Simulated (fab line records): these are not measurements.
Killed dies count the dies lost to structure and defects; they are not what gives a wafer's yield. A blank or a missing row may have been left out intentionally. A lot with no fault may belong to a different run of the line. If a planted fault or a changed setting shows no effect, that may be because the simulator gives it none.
fab line records	flow gf180mcu
record: lots: 5	wafers: 15	lastDay: 34
route steps=602 shown SALICIDE@281 CONTACT@287
lots that met no fault: taken from a fault-free run of the same line
startH: hours from the record's opening day to when the first of the lot's shown wafers began	waitH: how many hours have passed since the lot's step before this one	" same as the row above	L1.1+2: several wafers, shown together as one row	- no value, or no start was given	* or withheld: withheld	< > ~ a bound
route shown NAME@n: NAME is a module with steps in the file, n the number in the route of the first one	usual: average and standard deviation across the fault-free wafers	same: alike in all rows	chamber/n: place in a boat	sites: readings site by site	_std_site: standard deviation across them	_edge_site: outer sites' mean less inner sites'	radiusMm: for every site, how far away it sits from the centre of the wafer	mask NAME#n: copy n	behind: the tool/chamber that last shaped the wafer	hold: reason for holding the lot/hours on hold/outcome of the hold	device: the transistor (n, p or np) that didn't switch	end of line: at the end of the route, the tests of the same wafers	for a step that has no rows: nothing shown but its recipe	killed: count of dies lost to structure and defects at first sort (not the wafer's yield)	map: the dies of a wafer, with x for killed, . for not killed, _ for no die there
set.NAME: the setting that was run; set.NAME@STEP: the one run at that earlier step	model.NAME: the simulator's own value behind a step, which no gauge read
lots seen at some steps along the route; tables by step, rows by wafer
services: a tool's chamber out of use, with start hour (startH, from the record's first day; less than 0 if before it), hours out, and reason
== steps ==
step: GF_SALICIDE_SPUTTER_03
recipe: material: TiN	targetThkNm: 20	powerW: 6500	timeS: 16.7	chamberPressurePa: 0.4
usual: throttleValvePct: 29.5/1.1
lot.wafer	tool	chamber	startH	waitH	throttleValvePct
L077.1	pvdSputter-03	-	367.10	0.0	27.9
L077.2	"	-	"	"	31.1
L077.3	"	-	"	"	30.4
L087.1	pvdSputter-04	-	455.32	0.0	31.0
L087.5	"	-	"	"	29.3
L087.6	"	-	"	"	30.9
L092.1	pvdSputter-03	-	500.15	0.0	28.6
L092.2	"	-	"	"	30.5
L092.6	"	-	"	"	28.2
L093.1	pvdSputter-03	-	511.02	0.0	28.9
L093.3	"	-	"	"	28.5
L093.5	"	-	"	"	28.9
L096.1	pvdSputter-01	-	531.51	0.0	28.2
L096.4	"	-	"	"	30.1
L096.6	"	-	"	"	30.3
step: GF_SALICIDE_RS_MEAS_04
recipe: thkMeasGauge: four-point-probe	reads: TiN_of_SALICIDE_SPUTTER_03+Co_of_SALICIDE_SPUTTER_02
usual: SALICIDE_TIN_RS: 16.27/0.3
lot.wafer	tool	chamber	startH	waitH	SALICIDE_TIN_RS[ohm/sq]
L077.1	filmMetro-03	-	367.13	0.0	16.39
L077.2	"	-	"	"	16.14
L077.3	"	-	"	"	15.78
L087.1	filmMetro-03	-	455.34	0.0	16.53
L087.5	"	-	"	"	16.37
L087.6	"	-	"	"	16.54
L092.1	filmMetro-04	-	500.17	0.0	16.79
L092.2	"	-	"	"	16.59
L092.6	"	-	"	"	16.73
L093.1	filmMetro-04	-	511.04	0.0	16.52
L093.3	"	-	"	"	16.85
L093.5	"	-	"	"	16.69
L096.1	filmMetro-04	-	531.54	0.0	16.09
L096.4	"	-	"	"	15.95
L096.6	"	-	"	"	16.16
step: GF_SALICIDE_THK_MEAS_05
recipe: thkMeasGauge: xrf	reads: TiN_of_SALICIDE_SPUTTER_03
usual: SALICIDE_TIN_THK: 20.13/0.24
lot.wafer	tool	chamber	startH	waitH	SALICIDE_TIN_THK[nm]
L077.1	filmMetro-03	-	367.25	0.1	20.37
L077.2	"	-	"	"	20.15
L077.3	"	-	"	"	20.22
L087.1	filmMetro-03	-	455.46	0.1	19.99
L087.5	"	-	"	"	19.79
L087.6	"	-	"	"	20.02
L092.1	filmMetro-04	-	500.29	0.1	19.96
L092.2	"	-	"	"	20.01
L092.6	"	-	"	"	20.10
L093.1	filmMetro-04	-	511.16	0.1	20.28
L093.3	"	-	"	"	20.23
L093.5	"	-	"	"	20.12
L096.1	filmMetro-04	-	531.66	0.1	20.21
L096.4	"	-	"	"	20.35
L096.6	"	-	"	"	20.15
step: GF_SALICIDE_RTA_06
recipe: tempC: 530	timeS: 30	ambient: N2
usual: lampPowerPct: 5.7/0.51	wafer_temp_C_max: 532.7/0.65
lot.wafer	tool	chamber	startH	waitH	lampPowerPct	wafer_temp_C_max
L077.1	rtpAnneal-01	0	367.31	0.1	6.3	533.4
L077.2	"	0	"	"	6.3	533.3
L077.3	"	0	"	"	6.3	534.2
L087.1	rtpAnneal-01	0	455.52	0.1	6.3	532.3
L087.5	"	0	"	"	6.3	532.9
L087.6	"	0	"	"	6.3	533.0
L092.1	rtpAnneal-02	0	500.35	0.1	5.2	532.0
L092.2	"	0	"	"	5.2	532.0
L092.6	"	0	"	"	5.2	532.1
L093.1	rtpAnneal-02	0	511.22	0.1	5.2	531.7
L093.3	"	0	"	"	5.2	531.6
L093.5	"	0	"	"	5.2	532.7
L096.1	rtpAnneal-01	0	531.72	0.1	6.3	532.9
L096.4	"	0	"	"	6.3	532.6
L096.6	"	0	"	"	6.3	532.8
step: GF_SALICIDE_WET_ETCH_07
recipe: chemistry: SPM	targetDepthNm: 120	dry: n2Spin
lot.wafer	tool	chamber	startH	waitH
L077.1+2+3	wetBench-01	0	367.41	0.1
L087.1+5+6	wetBench-01	0	455.62	0.1
L092.1+2+6	wetBench-02	0	500.45	0.1
L093.1+3+5	wetBench-03	0	511.32	0.1
L096.1+4+6	wetBench-02	2	531.82	0.1
step: GF_SALICIDE_RTA_08
recipe: tempC: 800	timeS: 30	ambient: N2
usual: lampPowerPct: 16.1/1.4	wafer_temp_C_max: 804.0/1
lot.wafer	tool	chamber	startH	waitH	lampPowerPct	wafer_temp_C_max
L077.1	rtpAnneal-02	0	367.50	0.0	14.5	803.5
L077.2	"	0	"	"	14.5	803.9
L077.3	"	0	"	"	14.5	802.8
L087.1	rtpAnneal-02	0	455.71	0.0	14.6	803.2
L087.5	"	0	"	"	14.5	803.2
L087.6	"	0	"	"	14.5	803.5
L092.1	rtpAnneal-01	0	500.55	0.0	17.4	805.2
L092.2	"	0	"	"	17.4	804.5
L092.6	"	0	"	"	17.4	804.3
L093.1	rtpAnneal-01	0	511.42	0.0	17.4	803.0
L093.3	"	0	"	"	17.4	803.5
L093.5	"	0	"	"	17.4	806.1
L096.1	rtpAnneal-02	0	531.91	0.0	14.5	802.5
L096.4	"	0	"	"	14.5	803.6
L096.6	"	0	"	"	14.5	802.5
step: GF_CONTACT_CVD_00
recipe: material: SiO2	targetThkNm: 300	sigmaOpenFrac: 0.3	tempC: 400	timeS: 50	sih4FlowSccm: 60	pressureMtorr: 6
lot.wafer	tool	chamber	startH	waitH
L077.1+2+3	hdpcvd-01	0,1,2	367.60	0.1
L087.1+5+6	hdpcvd-01	1,2,0	455.81	0.1
L092.1+2+6	hdpcvd-02	0,1,1	500.65	0.1
L093.1+3+5	hdpcvd-02	1,0,0	511.52	0.1
L096.1+4+6	hdpcvd-01	1,0,2	532.01	0.1
step: GF_CONTACT_THK_MEAS_01
recipe: reads: SiO2_of_CONTACT_CVD_00
usual: CONTACT_CVD_00_THK: 301.1/2.7
lot.wafer	tool	chamber	startH	waitH	CONTACT_CVD_00_THK[nm]
L077.1	filmMetro-04	-	367.64	0.0	300.8
L077.2	"	-	"	"	300.7
L077.3	"	-	"	"	304.9
L087.1	filmMetro-04	-	455.86	0.0	297.5
L087.5	"	-	"	"	301.3
L087.6	"	-	"	"	298.3
L092.1	filmMetro-02	-	500.69	0.0	300.1
L092.2	"	-	"	"	300.9
L092.6	"	-	"	"	301.8
L093.1	filmMetro-01	-	511.56	0.0	302.5
L093.3	"	-	"	"	301.5
L093.5	"	-	"	"	302.3
L096.1	filmMetro-04	-	532.06	0.0	303.9
L096.4	"	-	"	"	300.8
L096.6	"	-	"	"	303.5
step: GF_CONTACT_CVD_02
recipe: material: SiO2	targetThkNm: 860	precursor: TEOS	tempC: 400	timeS: 95.992	rfW: 600
usual: heaterPowerW: 682/140
lot.wafer	tool	chamber	startH	waitH	heaterPowerW
L077.1	pecvd-01	0	367.70	0.1	646
L077.2	"	1	"	"	626
L077.3	"	2	"	"	938
L087.1	pecvd-01	0	455.92	0.1	574
L087.5	"	2	"	"	751
L087.6	"	0	"	"	632
L092.1	pecvd-02	1	500.75	0.1	485
L092.2	"	2	"	"	680
L092.6	"	0	"	"	812
L093.1	pecvd-02	1	511.62	0.1	536
L093.3	"	2	"	"	819
L093.5	"	2	"	"	659
L096.1	pecvd-04	1	532.12	0.1	550
L096.4	"	2	"	"	749
L096.6	"	1	"	"	604
step: GF_CONTACT_THK_MEAS_03
recipe: reads: SiO2_of_CONTACT_CVD_02
usual: CONTACT_CVD_02_THK: 859/11
lot.wafer	tool	chamber	startH	waitH	CONTACT_CVD_02_THK[nm]
L077.1	filmMetro-04	-	367.77	0.0	861
L077.2	"	-	"	"	851
L077.3	"	-	"	"	854
L087.1	filmMetro-02	-	455.99	0.0	850
L087.5	"	-	"	"	858
L087.6	"	-	"	"	855
L092.1	filmMetro-01	-	500.82	0.0	863
L092.2	"	-	"	"	851
L092.6	"	-	"	"	865
L093.1	filmMetro-02	-	511.69	0.0	862
L093.3	"	-	"	"	857
L093.5	"	-	"	"	877
L096.1	filmMetro-02	-	532.19	0.0	845
L096.4	"	-	"	"	865
L096.6	"	-	"	"	871
step: GF_CONTACT_CMP_04
recipe: material: SiO2	downForcePsi: 4	platenRpm: 60	padVelocityMS: 0.94248
usual: headPressurePsi: 4.000/0.0092	motorCurrentA: 11.8/1	slurryFlowMlMin: 150.0/0.52	timeToEndpointS: 110/6.5
lot.wafer	tool	chamber	startH	waitH	headPressurePsi	motorCurrentA	slurryFlowMlMin	timeToEndpointS
L077.2	cmp-01	3	367.88	0.1	3.999	12.3	150.0	104
L077.1	"	0	"	"	3.998	11.9	149.8	110
L077.3	"	1	"	"	3.991	10.8	149.9	99
L087.1	cmp-02	1	456.15	0.1	3.990	11.5	150.0	103
L087.5	"	3	"	"	4.003	11.5	150.6	102
L087.6	"	0	"	"	4.000	10.8	149.4	103
L092.2	cmp-01	2	500.93	0.1	4.000	12.9	149.9	117
L092.1	"	0	"	"	3.979	12.2	149.3	118
L092.6	"	2	"	"	3.999	13.5	150.1	118
L093.3	cmp-02	1	512.01	0.3	3.997	12.0	150.2	107
L093.1	"	3	"	"	4.001	10.9	150.0	108
L093.5	"	2	"	"	4.002	12.6	150.8	121
L096.1	cmp-02	0	532.30	0.1	4.008	10.4	150.2	106
L096.4	"	2	"	"	3.987	12.2	149.4	118
L096.6	"	0	"	"	4.002	10.4	150.1	111
step: GF_CONTACT_BOW_MEAS_05
recipe: mode: bow
usual: CONTACT_BOW: 65/6.8
lot.wafer	tool	chamber	startH	waitH	CONTACT_BOW[um]
L077.1	filmMetro-01	-	368.13	0.1	62
L077.2	"	-	"	"	59
L077.3	"	-	"	"	63
L087.1	filmMetro-02	-	456.35	0.1	66
L087.5	"	-	"	"	62
L087.6	"	-	"	"	58
L092.1	filmMetro-01	-	501.18	0.1	72
L092.2	"	-	"	"	67
L092.6	"	-	"	"	54
L093.1	filmMetro-01	-	512.31	0.1	69
L093.3	"	-	"	"	60
L093.5	"	-	"	"	67
L096.1	filmMetro-01	-	532.55	0.2	73
L096.4	"	-	"	"	65
L096.6	"	-	"	"	67
step: GF_CONTACT_DEHYDRATE_06
recipe: tempC: 200	timeS: 60
lot.wafer	tool	chamber	startH	waitH
L077.1+2+3	lithoTrack-02	0	378.39	10.2
L087.1+5+6	lithoTrack-01	0	467.55	11.2
L092.1+2+6	lithoTrack-01	0	512.15	11.0
L093.1+3+5	lithoTrack-01	0	523.10	10.8
L096.1+4+6	lithoTrack-04	0	543.02	10.5
step: GF_CONTACT_HMDS_07
recipe: primeTimeS: 60	primeTempC: 120
lot.wafer	tool	chamber	startH	waitH
L077.1+2+3	lithoTrack-02	0	378.54	0.1
L087.1+5+6	lithoTrack-01	0	467.70	0.1
L092.1+2+6	lithoTrack-01	0	512.30	0.1
L093.1+3+5	lithoTrack-01	0	523.25	0.1
L096.1+4+6	lithoTrack-04	0	543.17	0.1
step: GF_CONTACT_COAT_08
recipe: resist: BARC	tempC: withheld	timeS: withheld	spinRpm: withheld	resistThkNm: withheld
lot.wafer	tool	chamber	startH	waitH
L077.1+2+3	lithoTrack-02	0	378.69	0.1
L087.1+5+6	lithoTrack-01	0	467.85	0.1
L092.1+2+6	lithoTrack-01	0	512.45	0.1
L093.1+3+5	lithoTrack-01	0	523.40	0.1
L096.1+4+6	lithoTrack-04	0	543.32	0.1
step: GF_CONTACT_COAT_09
recipe: resist: KrF	spinRpm: withheld	resistThkNm: 1000
lot.wafer	tool	chamber	startH	waitH
L077.1+2+3	lithoTrack-02	0	-	-
L087.1+5+6	lithoTrack-01	0	-	-
L092.1+2+6	lithoTrack-01	0	-	-
L093.1+3+5	lithoTrack-01	0	-	-
L096.1+4+6	lithoTrack-04	0	-	-
step: GF_CONTACT_SOFTBAKE_10
recipe: tempC: 130	timeS: 60	resist: KrF
lot.wafer	tool	chamber	startH	waitH
L077.1+2+3	lithoTrack-02	0	-	-
L087.1+5+6	lithoTrack-01	0	-	-
L092.1+2+6	lithoTrack-01	0	-	-
L093.1+3+5	lithoTrack-01	0	-	-
L096.1+4+6	lithoTrack-04	0	-	-
step: GF_CONTACT_EXPOSE_11
recipe: maskId: Contact	targetCdNm: 220	na: 0.68	sourceShape: conventional	sigmaOuter: 0.6	doseMj: 38
lot.wafer	tool	chamber	startH	waitH	mask
L077.1+2+3	krfScanner-02	0	-	-	Contact#0
L087.1+5+6	krfScanner-01	0	-	-	Contact#0
L092.1+2+6	krfScanner-02	0	-	-	Contact#0
L093.1+3+5	krfScanner-01	0	-	-	Contact#0
L096.1+4+6	krfScanner-02	0	-	-	Contact#0
step: GF_CONTACT_PEB_12
recipe: pebTempC: 135	pebTimeS: 90	resist: KrF
lot.wafer	tool	chamber	startH	waitH
L077.1+2+3	lithoTrack-01	0	-	-
L087.1+5+6	lithoTrack-01	0	-	-
L092.1+2+6	lithoTrack-02	0	-	-
L093.1+3+5	lithoTrack-02	0	-	-
L096.1+4+6	lithoTrack-04	0	-	-
step: GF_CONTACT_DEVELOP_13
recipe: developTimeS: 60	resist: KrF	devTempC: 21
lot.wafer	tool	chamber	startH	waitH
L077.1+2+3	lithoTrack-01	0	389.81	0.2
L087.1+5+6	lithoTrack-01	0	479.75	0.2
L092.1+2+6	lithoTrack-02	0	524.24	0.2
L093.1+3+5	lithoTrack-02	0	535.34	0.2
L096.1+4+6	lithoTrack-04	0	554.37	0.2
step: GF_CONTACT_CD_MEAS_14
recipe: targetCdNm: 220
usual: cdNm: 220.1/1.3
lot.wafer	tool	chamber	startH	waitH	cdNm
L077.1	cdSem-02	-	389.99	0.2	218.6
L077.2	"	-	"	"	219.1
L077.3	"	-	"	"	219.2
L087.1	cdSem-02	-	479.90	0.1	222.5
L087.5	"	-	"	"	221.4
L087.6	"	-	"	"	220.5
L092.1	cdSem-01	-	524.39	0.1	220.3
L092.2	"	-	"	"	219.3
L092.6	"	-	"	"	219.7
L093.1	cdSem-01	-	535.49	0.1	221.1
L093.3	"	-	"	"	221.1
L093.5	"	-	"	"	220.2
L096.1	cdSem-02	-	554.52	0.1	220.5
L096.4	"	-	"	"	219.8
L096.6	"	-	"	"	219.2
step: GF_CONTACT_OVL_MEAS_15
usual: CONTACT_OVL: -2/6
lot.wafer	tool	chamber	startH	waitH	CONTACT_OVL[nm]
L077.1	overlay-01	-	390.11	0.1	-1
L077.2	"	-	"	"	-3
L077.3	"	-	"	"	-9
L087.1	overlay-02	-	480.02	0.1	-7
L087.5	"	-	"	"	-12
L087.6	"	-	"	"	-6
L092.1	overlay-01	-	524.51	0.1	9
L092.2	"	-	"	"	-5
L092.6	"	-	"	"	-3
L093.1	overlay-01	-	535.61	0.1	0
L093.3	"	-	"	"	-3
L093.5	"	-	"	"	-6
L096.1	overlay-02	-	554.64	0.1	-5
L096.4	"	-	"	"	-14
L096.6	"	-	"	"	-14
step: GF_CONTACT_ETCH_16
recipe: chemistry: N2/H2	targetDepthA: withheld	overetchA: withheld	timeS: withheld	target: BARC	ionEnergyEv: 200	sourceW: 500	biasW: 100	pressureMtorr: 30	n2FlowSccm: 100	h2FlowSccm: 200
usual: biasW: 100.00/0.28	chamberPressureMTorr: 30.000/0.028	drypumpMotorCurrentA: 5.9/0.38	oesProductAu: 0.856/0.0049	throttleValvePct: 13.226/0.0094
lot.wafer	tool	chamber	startH	waitH	biasW	chamberPressureMTorr	drypumpMotorCurrentA	oesProductAu	throttleValvePct
L077.1	rieDiel-03	0	390.15	0.0	100.29	29.974	5.5	0.857	13.220
L077.2	"	3	"	"	99.99	30.000	5.7	0.861	13.239
L077.3	"	2	"	"	99.68	30.011	6.4	0.861	13.229
L087.1	rieDiel-02	0	480.06	0.0	100.02	30.016	6.0	0.851	13.226
L087.5	"	3	"	"	99.66	30.008	6.2	0.862	13.234
L087.6	"	0	"	"	100.31	29.981	5.9	0.851	13.229
L092.1	rieDiel-03	0	524.55	0.0	99.77	30.050	5.5	0.860	13.225
L092.2	"	1	"	"	100.08	29.996	6.0	0.856	13.227
L092.6	"	1	"	"	99.84	30.021	6.0	0.853	13.225
L093.1	rieDiel-03	0	535.65	0.0	99.83	30.017	5.5	0.855	13.213
L093.3	"	3	"	"	99.78	29.993	5.7	0.849	13.247
L093.5	"	1	"	"	100.68	30.015	6.0	0.850	13.226
L096.1	rieDiel-01	0	554.67	0.0	99.67	30.039	5.2	0.860	13.226
L096.4	"	3	"	"	100.56	30.023	6.0	0.855	13.220
L096.6	"	0	"	"	99.96	29.980	5.1	0.853	13.234
step: GF_CONTACT_ETCH_17
recipe: chemistry: C4F8/O2/Ar	maskMaterial: KrF	target: SiO2	stopOn: CoSi2	sourceW: 1500	biasW: 1200	pressureMtorr: 40	c4f8FlowSccm: withheld	O2_flow_sccm: 6	Ar_flow_sccm: 300	timeS: withheld	targetDepthA: 8600
usual: biasW: 1200/3.4	chamberPressureMTorr: 40.00/0.035	oesProductAu: 0.815/0.0046
lot.wafer	tool	chamber	startH	waitH	biasW	chamberPressureMTorr	oesProductAu
L077.1	rieDiel-03	0	-	-	1201	39.99	0.816
L077.2	"	3	"	"	1201	39.98	0.820
L077.3	"	2	"	"	1202	39.99	0.817
L087.1	rieDiel-02	0	-	-	1192	39.97	0.809
L087.5	"	3	"	"	1201	39.96	0.818
L087.6	"	0	"	"	1205	40.01	0.808
L092.1	rieDiel-03	0	-	-	1205	39.98	0.818
L092.2	"	1	"	"	1201	40.01	0.805
L092.6	"	1	"	"	1197	39.99	0.821
L093.1	rieDiel-03	0	-	-	1198	39.98	0.813
L093.3	"	3	"	"	1202	40.00	0.815
L093.5	"	1	"	"	1207	39.96	0.817
L096.1	rieDiel-01	0	-	-	1203	40.01	0.823
L096.4	"	3	"	"	1195	39.98	0.810
L096.6	"	0	"	"	1201	40.02	0.822
step: GF_CONTACT_STRIP_18
recipe: chemistry: O2/N2	powerW: 1400	pressureMtorr: 1500	platenTempC: 250	o2FlowSccm: 3000	n2FlowSccm: 300	overashFraction: 0.5
usual: chamberPressureMTorr: 1499.9/1.3	drypumpMotorCurrentA: 5.7/0.52	heaterPowerW: 319/25	oesProductAu: 0.581/0.0048
lot.wafer	tool	chamber	startH	waitH	chamberPressureMTorr	drypumpMotorCurrentA	heaterPowerW	oesProductAu	rfHoursCounterH
L077.1	plasmaAsher-04	1	390.31	-	1500.2	5.1	293	0.587	78
L077.2	"	0	"	"	1499.3	5.4	304	0.572	78
L077.3	"	0	"	"	1500.1	5.4	305	0.582	-
L087.1	plasmaAsher-02	1	480.22	-	1500.8	5.9	317	0.577	86
L087.5	"	1	"	"	1499.0	5.9	334	0.578	-
L087.6	"	0	"	"	1497.6	6.0	333	0.574	-
L092.1	plasmaAsher-03	1	524.71	-	1499.3	6.7	368	0.579	73
L092.2	"	0	"	"	1497.8	5.5	306	0.584	73
L092.6	"	1	"	"	1500.5	6.7	362	0.586	-
L093.1	plasmaAsher-03	1	535.81	-	1500.4	6.7	365	0.588	74
L093.3	"	1	"	"	1497.0	6.6	356	0.574	-
L093.5	"	1	"	"	1500.3	6.7	363	0.582	-
L096.1	plasmaAsher-04	1	554.84	-	1499.7	5.1	291	0.583	13
L096.4	"	0	"	"	1500.6	5.4	311	0.577	-
L096.6	"	0	"	"	1500.8	5.4	312	0.588	-
step: GF_CONTACT_CLEAN_19
recipe: chemistry: SPM
lot.wafer	tool	chamber	startH	waitH
L077.1+2+3	wetBench-01	3	390.41	0.1
L087.1+5+6	wetBench-04	2	480.32	0.1
L092.1+2+6	wetBench-02	0	524.81	0.1
L093.1+3+5	wetBench-01	0	535.91	0.1
L096.1+4+6	wetBench-01	0	554.94	0.1
step: GF_CONTACT_CLEAN_20
recipe: chemistry: DIW
lot.wafer	tool	chamber	startH	waitH
L077.1+2+3	wetBench-02	3	390.59	0.0
L087.1+5+6	wetBench-02	3	480.42	0.0
L092.1+2+6	wetBench-04	2	524.90	0.0
L093.1+3+5	wetBench-04	2	536.00	0.0
L096.1+4+6	wetBench-04	3	555.04	0.0
step: GF_CONTACT_CLEAN_21
recipe: chemistry: dHF	timeS: 20	dilution: 100:1	dry: ipaMarangoni
lot.wafer	tool	chamber	startH	waitH
L077.1+2+3	wetBench-04	2	390.68	0.0
L087.1+5+6	wetBench-04	2	480.52	0.0
L092.1+2+6	wetBench-01	1	524.99	0.0
L093.1+3+5	wetBench-02	3	536.09	0.0
L096.1+4+6	wetBench-01	1	555.13	0.0
step: GF_CONTACT_SPUTTER_22
recipe: material: Ti	targetThkNm: 15	chamberPressurePa: 5	powerW: 2500	substrateTempC: 200	timeS: 80.02
usual: throttleValvePct: 29.7/0.89
lot.wafer	tool	chamber	startH	waitH	throttleValvePct
L077.1	pvdSputter-01	-	390.70	0.0	29.8
L077.2	"	-	"	"	27.9
L077.3	"	-	"	"	30.6
L087.1	pvdSputter-04	-	480.54	0.0	28.0
L087.5	"	-	"	"	28.1
L087.6	"	-	"	"	29.4
L092.1	pvdSputter-02	-	525.01	0.0	29.2
L092.2	"	-	"	"	30.8
L092.6	"	-	"	"	29.4
L093.1	pvdSputter-04	-	536.11	0.0	30.9
L093.3	"	-	"	"	29.4
L093.5	"	-	"	"	29.4
L096.1	pvdSputter-01	-	555.14	0.0	31.1
L096.4	"	-	"	"	29.5
L096.6	"	-	"	"	30.1
step: GF_CONTACT_SPUTTER_23
recipe: material: TiN	targetThkNm: 10	chamberPressurePa: 5	powerW: 4000	timeS: 40
usual: throttleValvePct: 29.6/0.89
lot.wafer	tool	chamber	startH	waitH	throttleValvePct
L077.1	pvdSputter-01	-	390.76	0.0	29.6
L077.2	"	-	"	"	28.3
L077.3	"	-	"	"	30.4
L087.1	pvdSputter-04	-	480.60	0.0	28.0
L087.5	"	-	"	"	27.9
L087.6	"	-	"	"	29.3
L092.1	pvdSputter-02	-	525.07	0.0	29.1
L092.2	"	-	"	"	30.6
L092.6	"	-	"	"	29.0
L093.1	pvdSputter-04	-	536.17	0.0	31.4
L093.3	"	-	"	"	29.3
L093.5	"	-	"	"	29.5
L096.1	pvdSputter-01	-	555.21	0.0	31.1
L096.4	"	-	"	"	29.4
L096.6	"	-	"	"	30.2
step: GF_CONTACT_CVD_24
recipe: material: W	targetThkNm: 300	timeS: 90.339	tempC: 400	pressureTorr: 40
usual: heaterPowerW: 798/100
lot.wafer	tool	chamber	startH	waitH	heaterPowerW
L077.1	cvdW-01	0	390.80	0.0	794
L077.2	"	1	"	"	784
L077.3	"	0	"	"	801
L087.1	cvdW-01	0	480.64	0.0	774
L087.5	"	0	"	"	798
L087.6	"	1	"	"	781
L092.1	cvdW-01	0	525.11	0.0	799
L092.2	"	1	"	"	785
L092.6	"	0	"	"	789
L093.1	cvdW-01	1	536.21	0.0	789
L093.3	"	1	"	"	781
L093.5	"	0	"	"	796
L096.1	cvdW-02	0	555.24	0.0	682
L096.4	"	1	"	"	1015
L096.6	"	0	"	"	658
== services ==
tool	chamber	startH	hours	kind
wetBench-02	-	347.29	1.2	repair
krfScanner-02	-	359.65	2.0	repair
rieDiel-03	-	370.45	1.2	repair
hdpcvd-01	0	381.30	5.2	repair
pvdSputter-03	-	391.36	3.1	repair
rieDiel-03	2	397.88	4.7	repair
cmp-02	-	404.21	4.0	pm
cvdW-01	1	408.38	6.7	repair
krfScanner-02	-	424.49	1.3	pm
pvdSputter-03	-	445.67	4.9	repair
krfScanner-02	-	446.59	1.2	repair
wetBench-01	-	449.47	0.6	repair
krfScanner-02	-	454.63	1.3	repair
pvdSputter-01	-	458.66	5.6	repair
wetBench-01	-	463.41	1.9	pm
cvdW-01	0	465.20	1.6	repair
wetBench-02	-	471.25	3.9	repair
rieDiel-03	1	472.91	6.8	repair
krfScanner-02	-	476.26	1.0	pm
wetBench-02	-	477.28	1.4	repair
rtpAnneal-01	-	478.31	5.7	pm
pvdSputter-01	-	478.68	2.0	repair
pvdSputter-01	-	490.63	29.3	repair
pvdSputter-04	-	496.23	25.0	repair
== key ==
fault none
